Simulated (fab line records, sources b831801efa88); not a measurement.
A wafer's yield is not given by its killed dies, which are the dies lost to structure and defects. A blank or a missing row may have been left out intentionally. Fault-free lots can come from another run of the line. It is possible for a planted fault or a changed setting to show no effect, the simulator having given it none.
A lot that was struck, set against a sound lot | flow gf180mcu | 14 steps out of a route of 602
Sound: the wafers L699.2, L699.4, L699.6. The struck wafers were L696.2, L696.4, L696.5. Last of all comes the cause.
Per side, at each step with rows, come the tool, then ch with its chambers, and then its first start. Under that, the readings that differ: sound wafers | struck wafers | difference of the means | sigmas: that difference in standard deviations of wafers without a fault.
alike: a reading whose means differ by less than 2 such deviations, as well as words and numbers matching on both sides. not compared: withheld readings; readings where some wafer has no value; bounds like >300 that might hide an equal value; numbers whose values overlap and for which the record gives no deviation.
Wherever a step has rows on one side only, a row that says differs or no value, or a row with sigmas, the two part there. Numbers that don't overlap but have no deviation are shown without sigmas and don't part them. Lack of a reading on every wafer of one side parts them only where that side has two or more wafers.

first, 2 steps without rows for these wafers: GF_M4_CLEAN_19 (cleans in DIW); GF_V4_CVD_00 (deposits SiO2, target thk 600 nm, time 100 s).
GF_V4_THK_MEAS_01:
  sound on filmMetro-03, day 29 12:18; struck on filmMetro-04, day 28 17:58
  alike: V4_CVD_00_THK
GF_V4_CVD_02: deposits SiO2 from TEOS, target thk 850 nm, time 94.851 s.
  sound on pecvd-03 ch 0,1,2, day 29 12:21; struck on pecvd-02 ch 0,1,2, day 28 18:01
  alike: heaterPowerOuterW, heaterPowerW
GF_V4_THK_MEAS_03:
  sound on filmMetro-03, day 29 12:26; struck on filmMetro-03, day 28 18:05
reading            | sound       | struck      | difference | sigmas
V4_CVD_02_THK (nm) | 840 844 854 | 867 883 866 | +26        | +2
GF_V4_CMP_04: polishes SiO2.
  sound on cmp-02 ch 0,3, day 29 12:29; struck on cmp-02 ch 0,1, day 28 18:08
  alike: motorCurrentA, retainingRingPressureFrac, slurryFlowMlMin, timeToEndpointS
GF_V4_BOW_MEAS_05:
  sound on filmMetro-04, day 29 12:48; struck on filmMetro-03, day 28 18:27
  alike: V4_BOW
then, 5 steps without rows for these wafers: GF_V4_DEHYDRATE_06 (time 60 s); GF_V4_HMDS_07 (prime time 60 s); GF_V4_COAT_08; GF_V4_COAT_09 (resist thk 1000 nm); GF_V4_SOFTBAKE_10 (time 60 s).
GF_V4_EXPOSE_11: exposes mask Via4, target cd 260 nm.
  struck on krfScanner-02, day 29 03:29; sound on krfScanner-01 ch 0, day 29 22:11
  no value came back on the struck wafers for exposureDoseMJCm2, focusOffsetNm (nm); on the sound wafers exposureDoseMJCm2 reads 38.00 37.97 37.99
  alike: mask
then, 1 step without rows for these wafers: GF_V4_PEB_12 (peb time 90 s).

WHERE THEY PART
First at GF_V4_THK_MEAS_03; last, within this record, at GF_V4_EXPOSE_11.

WHY: what the simulator had put in
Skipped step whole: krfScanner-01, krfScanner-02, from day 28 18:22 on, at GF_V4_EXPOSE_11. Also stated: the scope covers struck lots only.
